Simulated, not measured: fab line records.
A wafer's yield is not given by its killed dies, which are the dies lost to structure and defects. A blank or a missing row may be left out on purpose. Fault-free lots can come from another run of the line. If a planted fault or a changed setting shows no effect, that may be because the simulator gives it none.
fab line records	flow sky130	part 2 of 2: steps 34 to 43 of 43
record lots=5	wafers=15	lastDay=48
route steps=708 shown CAP2M@618 METAL4@621 VIA4@639
lots that met no fault: taken from a fault-free run of the same line
startH: start of the lot's first displayed wafer, in hours after the record's first day	waitH: time in hours since the lot's previous step	" identical to the entry in the row above	L1.1+2: one row covering several wafers at once	- either no value or no given start	* or withheld: withheld	< > ~ a bound
route shown NAME@n: names a module that has steps shown in the file, with the first one's number in the route	usual: the fault-free wafers' mean and standard deviation	same: alike in all rows	chamber/n: place in a boat	sites: the reading at each site	_std_site: their standard deviation	_edge_site: the outer-site mean with the inner-site mean subtracted	radiusMm: how far each site lies from the wafer's centre	mask NAME#n: copy n	behind: the tool/chamber that last shaped the wafer	hold: why the lot went on hold/how many hours it stayed there/how the hold came to an end	device: which transistor (n, p or np) failed to switch	end of line: at the end of the route, the tests of the same wafers	for a step that has no rows: nothing shown but its recipe	killed: dies that structure and defects cost at the first sort, which is not the same as the wafer's yield	map: dies across one wafer; x = killed, . = not, _ = none there
set.NAME: the setting that was run; set.NAME@STEP: the one run at that earlier step	model.NAME: the simulator's own value behind a step, which no gauge read
lots at selected steps of the route; one table per step, one row per wafer
services: when a tool's chamber went out of use (startH, in hours from the record's first day, below 0 if earlier), for how many hours, and the reason
## steps
# step SKY_VIA4_ETCH_12
# recipe target=SiO2	chemistry=C4F8/O2/Ar	stopOn=TiN	maskMaterial=NOVOLAK	sourceW=1500	biasW=1200	pressureMtorr=40	c4f8FlowSccm=withheld	O2_flow_sccm=6	Ar_flow_sccm=300	timeS=withheld	targetDepthA=5800
# usual oesProductAu=0.926/0.004
lot.wafer	tool	chamber	startH	waitH	oesProductAu
L074.1	rieDiel-03	1	1010.01	0.0	0.925
L074.4	"	0	"	"	0.926
L074.5	"	2	"	"	0.926
L075.1	rieDiel-03	0	1018.41	0.0	0.925
L075.2	"	2	"	"	0.926
L075.6	"	3	"	"	0.923
L077.3	rieDiel-02	3	1026.06	0.0	0.926
L077.4	"	1	"	"	0.926
L077.5	"	0	"	"	0.928
L079.1	rieDiel-04	1	1039.66	0.0	0.927
L079.3	"	0	"	"	0.927
L079.5	"	3	"	"	0.923
L087.1	rieDiel-02	2	1089.01	0.0	0.926
L087.3	"	0	"	"	0.926
L087.6	"	0	"	"	0.918
# step SKY_VIA4_STRIP_13
# recipe chemistry=O2/N2	powerW=1400	pressureMtorr=1500	platenTempC=withheld	o2FlowSccm=3000	n2FlowSccm=300	overashFraction=0.5
# usual drypumpMotorCurrentA=5.6/0.32	oesProductAu=0.710/0.0046	stripTimeToEndpointS=12.802/0.029
lot.wafer	tool	chamber	startH	waitH	drypumpMotorCurrentA	oesProductAu	rfHoursCounterH	stripTimeToEndpointS
L074.1	plasmaAsher-04	1	1010.08	-	5.3	0.706	104	12.752
L074.4	"	1	"	"	5.2	0.707	-	12.759
L074.5	"	0	"	"	5.2	0.704	-	12.797
L075.1	plasmaAsher-03	1	1018.48	-	5.9	0.705	29	12.749
L075.2	"	0	"	"	6.0	0.712	29	12.809
L075.6	"	0	"	"	6.0	0.711	-	12.806
L077.3	plasmaAsher-03	0	1026.16	-	6.0	0.706	-	12.765
L077.4	"	1	"	"	5.9	0.716	-	12.778
L077.5	"	1	"	"	5.9	0.696	-	12.794
L079.1	plasmaAsher-02	1	1039.73	-	5.7	0.708	91	12.757
L079.3	"	1	"	"	5.7	0.706	-	12.794
L079.5	"	0	"	"	5.5	0.706	-	12.814
L087.1	plasmaAsher-04	1	1089.08	-	5.3	0.707	2	12.800
L087.3	"	0	"	"	5.1	0.716	-	12.805
L087.6	"	1	"	"	5.3	0.711	-	12.836
# step SKY_VIA4_STRIP_14
# recipe chemistry=postEtchResidueRemover	timeS=1200	tempC=72.5
lot.wafer	tool	chamber	startH	waitH
L074.1+4+5	wetBench-02	2	1010.18	0.1
L075.1+2+6	wetBench-03	1	1018.58	0.1
L077.3+4+5	wetBench-01	2	1026.23	0.0
L079.1+3+5	wetBench-02	3	1039.83	0.1
L087.1+3+6	wetBench-02	0	1089.19	0.1
# step SKY_VIA4_CLEAN_15
# recipe chemistry=IPA	timeS=180	tempC=25
lot.wafer	tool	chamber	startH	waitH
L074.1+4+5	wetBench-03	2	1010.52	0.0
L075.1+2+6	wetBench-01	2	1018.95	0.0
L077.3+4+5	wetBench-01	0	1026.57	0.0
L079.1+3+5	wetBench-03	2	1040.17	0.0
L087.1+3+6	wetBench-03	0	1089.53	0.0
# step SKY_VIA4_CLEAN_16
# recipe chemistry=O3/DIW	dry=n2Spin
lot.wafer	tool	chamber	startH	waitH
L074.1+4+5	wetBench-01	1	1010.58	0.0
L075.1+2+6	wetBench-02	3	1019.01	0.0
L077.3+4+5	wetBench-01	3	1026.64	0.0
L079.1+3+5	wetBench-02	1	1040.24	0.0
L087.1+3+6	wetBench-02	3	1089.59	0.0
# step SKY_VIA4_SPUTTER_17
# recipe material=TiN	targetThkNm=20	chamberPressurePa=5	powerW=4000	timeS=80
# usual throttleValvePct=30.2/0.88
lot.wafer	tool	chamber	startH	waitH	throttleValvePct
L074.1	pvdSputter-04	-	1010.67	0.0	29.8
L074.4	"	-	"	"	30.2
L074.5	"	-	"	"	29.6
L075.1	pvdSputter-01	-	1019.12	0.0	28.9
L075.2	"	-	"	"	29.6
L075.6	"	-	"	"	30.1
L077.3	pvdSputter-01	-	1026.74	0.0	30.3
L077.4	"	-	"	"	31.4
L077.5	"	-	"	"	30.4
L079.1	pvdSputter-03	-	1040.33	0.0	28.7
L079.3	"	-	"	"	30.1
L079.5	"	-	"	"	29.1
L087.1	pvdSputter-01	-	1089.68	0.0	30.5
L087.3	"	-	"	"	29.8
L087.6	"	-	"	"	30.4
# step SKY_VIA4_CVD_18
# recipe material=W	targetThkNm=505	timeS=152.14	tempC=400	pressureTorr=40
# usual heaterPowerW=896/77
lot.wafer	tool	chamber	startH	waitH	heaterPowerW
L074.1	cvdW-02	0	1010.73	0.0	859
L074.4	"	0	"	"	860
L074.5	"	1	"	"	856
L075.1	cvdW-01	0	1019.18	0.0	819
L075.2	"	1	"	"	1018
L075.6	"	1	"	"	1024
L077.3	cvdW-01	0	1026.86	0.1	841
L077.4	"	1	"	"	1027
L077.5	"	0	"	"	843
L079.1	cvdW-01	1	1040.39	0.0	1007
L079.3	"	1	"	"	1010
L079.5	"	1	"	"	999
L087.1	cvdW-02	1	1089.74	0.0	868
L087.3	"	0	"	"	849
L087.6	"	1	"	"	890
# step SKY_VIA4_RS_MEAS_19
# recipe thkMeasGauge=four-point-probe	reads=W_of_VIA4_CVD_18+TiN_of_VIA4_SPUTTER_17
# usual VIA4_W_RS=0.2255/0.0027
lot.wafer	tool	chamber	startH	waitH	VIA4_W_RS[ohm/sq]
L074.1	filmMetro-04	-	1010.88	0.1	0.2286
L074.4	"	-	"	"	0.2262
L074.5	"	-	"	"	0.2252
L075.1	filmMetro-03	-	1019.33	0.1	0.2248
L075.2	"	-	"	"	0.2255
L075.6	"	-	"	"	0.2282
L077.3	filmMetro-04	-	1027.00	0.1	0.2234
L077.4	"	-	"	"	0.2255
L077.5	"	-	"	"	0.2241
L079.1	filmMetro-02	-	1040.54	0.1	0.2229
L079.3	"	-	"	"	0.2265
L079.5	"	-	"	"	0.2241
L087.1	filmMetro-03	-	1089.89	0.1	0.2262
L087.3	"	-	"	"	0.2276
L087.6	"	-	"	"	0.2270
# step SKY_VIA4_THK_MEAS_20
# recipe thkMeasGauge=xrf	reads=W_of_VIA4_CVD_18
# usual VIA4_W_THK=489/5.6
lot.wafer	tool	chamber	startH	waitH	VIA4_W_THK[nm]
L074.1	filmMetro-04	-	1011.00	0.1	483
L074.4	"	-	"	"	486
L074.5	"	-	"	"	487
L075.1	filmMetro-03	-	1019.45	0.1	492
L075.2	"	-	"	"	493
L075.6	"	-	"	"	485
L077.3	filmMetro-04	-	1027.10	0.1	489
L077.4	"	-	"	"	487
L077.5	"	-	"	"	490
L079.1	filmMetro-02	-	1040.66	0.1	493
L079.3	"	-	"	"	481
L079.5	"	-	"	"	492
L087.1	filmMetro-03	-	1090.01	0.1	487
L087.3	"	-	"	"	486
L087.6	"	-	"	"	486
# step SKY_VIA4_CMP_21
# recipe stopOn=SiO2	tOverpolishS=25	downForcePsi=3.5	platenRpm=60	targetThkNm=0	padVelocityMS=0.94248
# usual motorCurrentA=11.3/1.2	overpolishRunS=25.001/0.0083	timeToEndpointS=123/3.5
lot.wafer	tool	chamber	startH	waitH	motorCurrentA	overpolishRunS	timeToEndpointS
L074.1	cmp-02	3	1011.11	0.1	11.1	24.998	118
L074.4	"	0	"	"	12.3	25.002	118
L074.5	"	3	"	"	10.9	25.014	122
L075.2	cmp-02	1	1019.51	0.0	12.7	24.991	122
L075.1	"	2	"	"	11.2	25.006	124
L075.6	"	1	"	"	14.1	24.993	120
L077.3	cmp-02	1	1027.28	0.2	13.4	24.995	127
L077.4	"	2	"	"	11.0	24.999	117
L077.5	"	1	"	"	13.9	25.013	123
L079.1	cmp-02	1	1040.72	0.1	13.3	25.007	122
L079.3	"	2	"	"	11.0	24.989	118
L079.5	"	1	"	"	13.2	25.001	122
L087.1	cmp-01	2	1090.07	0.1	9.2	25.000	123
L087.3	"	1	"	"	11.0	24.991	121
L087.6	"	3	"	"	12.3	25.010	123
## services
tool	chamber	startH	hours	kind
rieMetal-03	-	939.76	9.0	repair
rieMetal-01	-	944.82	4.3	pm
rieDiel-03	3	952.39	1.4	repair
rieDiel-04	0	953.94	7.1	repair
ilineStepper-01	-	962.78	1.7	pm
rieMetal-01	-	970.23	0.5	repair
rieDiel-04	1	971.05	7.3	repair
rieDiel-04	-	971.57	0.5	repair
rieDiel-04	0	982.91	3.1	repair
wetBench-01	-	990.52	1.5	repair
rieMetal-02	-	1010.25	14.6	pm
hdpcvd-02	-	1012.26	0.8	repair
krfScanner-01	-	1013.40	1.3	pm
rieDiel-04	1	1016.73	2.1	repair
hdpcvd-02	-	1020.10	5.5	pm
krfScanner-01	-	1029.92	0.8	pm
krfScanner-01	-	1033.94	1.0	pm
cmp-01	-	1039.91	1.2	repair
krfScanner-01	-	1047.19	0.9	repair
plasmaAsher-04	-	1055.25	9.0	pm
cvdW-01	1	1056.72	15.2	repair
cmp-02	-	1064.51	0.4	repair
cmp-02	-	1080.51	2.8	repair
cmp-02	-	1084.03	4.0	pm
